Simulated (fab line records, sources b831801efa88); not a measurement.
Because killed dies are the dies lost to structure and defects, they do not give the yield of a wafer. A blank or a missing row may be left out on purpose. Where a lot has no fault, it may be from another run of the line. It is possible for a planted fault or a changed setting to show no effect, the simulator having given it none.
One fault seen from 2 desks | flow gf180mcu | each desk has only its own numbers; what lay behind them comes last

THE METROLOGY DESK
Lot by lot, what the gauges showed, no matter which tool ran the lot: averages of those sampled wafers that carry a number. If a lot's mean is further than 4 standard deviations from the usual mean, the lot is out of limits and carries the mark OUT (the distance appears in the brackets).
Columns: A = V5_W_RS at GF_V5_RS_MEAS_24, usual 0.3296 ohm/sq; B = V5_W_THK at GF_V5_THK_MEAS_25, usual 352 nm
lot  | first seen here | A      | B
L910 | day 28 05:15    | 0.3285 | 352
L915 | day 29 11:35    | 0.3294 | 353
L917 | day 30 07:46    | 0.3303 | 351
L926 | day 32 20:14    | 0.3261 | 356
L930 | day 33 13:08    | 0.3300 | 353
Finding of this desk: none of the 5 lots has anything out of limits.

DESK OF THE TOOL OWNER: pvd-sputter-02
At GF_TOP_METAL_SPUTTER_01 (material TiN, target thk 30 nm, time 25 s) the tool's own readings: per lot run on this tool, the mean of the sampled wafers that have a number. If a lot's mean is further than 4 standard deviations from the usual mean, the lot is out of limits and carries the mark OUT (the distance appears in the brackets).
Columns: A = cathode-dc-power-W at GF_TOP_METAL_SPUTTER_01, usual 6500.1 W; B = throttle-valve-pct at GF_TOP_METAL_SPUTTER_01, usual 29.8 %
lot  | first seen here | A                        | B
L915 | day 29 12:07    | 6500.1                   | 30.1
L917 | day 30 08:21    | 6703.7 (+99 or more) OUT | 30.3
This desk finds L917 out of limits, L917 being first, at day 30 08:21 (cathode-dc-power-W at GF_TOP_METAL_SPUTTER_01). L915: within limits.

ALL TOGETHER
The tool owner's desk had the chance to raise an alarm at day 30 08:21 on L917.
From the metrology desk's view, nothing was out of limits.
The metrology desk has L917 on record, within its limits.
Of the lots named, all ran GF_TOP_METAL_SPUTTER_01 on pvd-sputter-02.

WHAT WAS PUT IN BY THE SIMULATOR
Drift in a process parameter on pvd-sputter-02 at GF_TOP_METAL_SPUTTER_01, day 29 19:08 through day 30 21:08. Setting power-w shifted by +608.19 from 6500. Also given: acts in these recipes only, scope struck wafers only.
Lots struck among those shown: L917.
Each desk's first reading out of limits, in hours after the fault started: the tool owner's desk, 13.
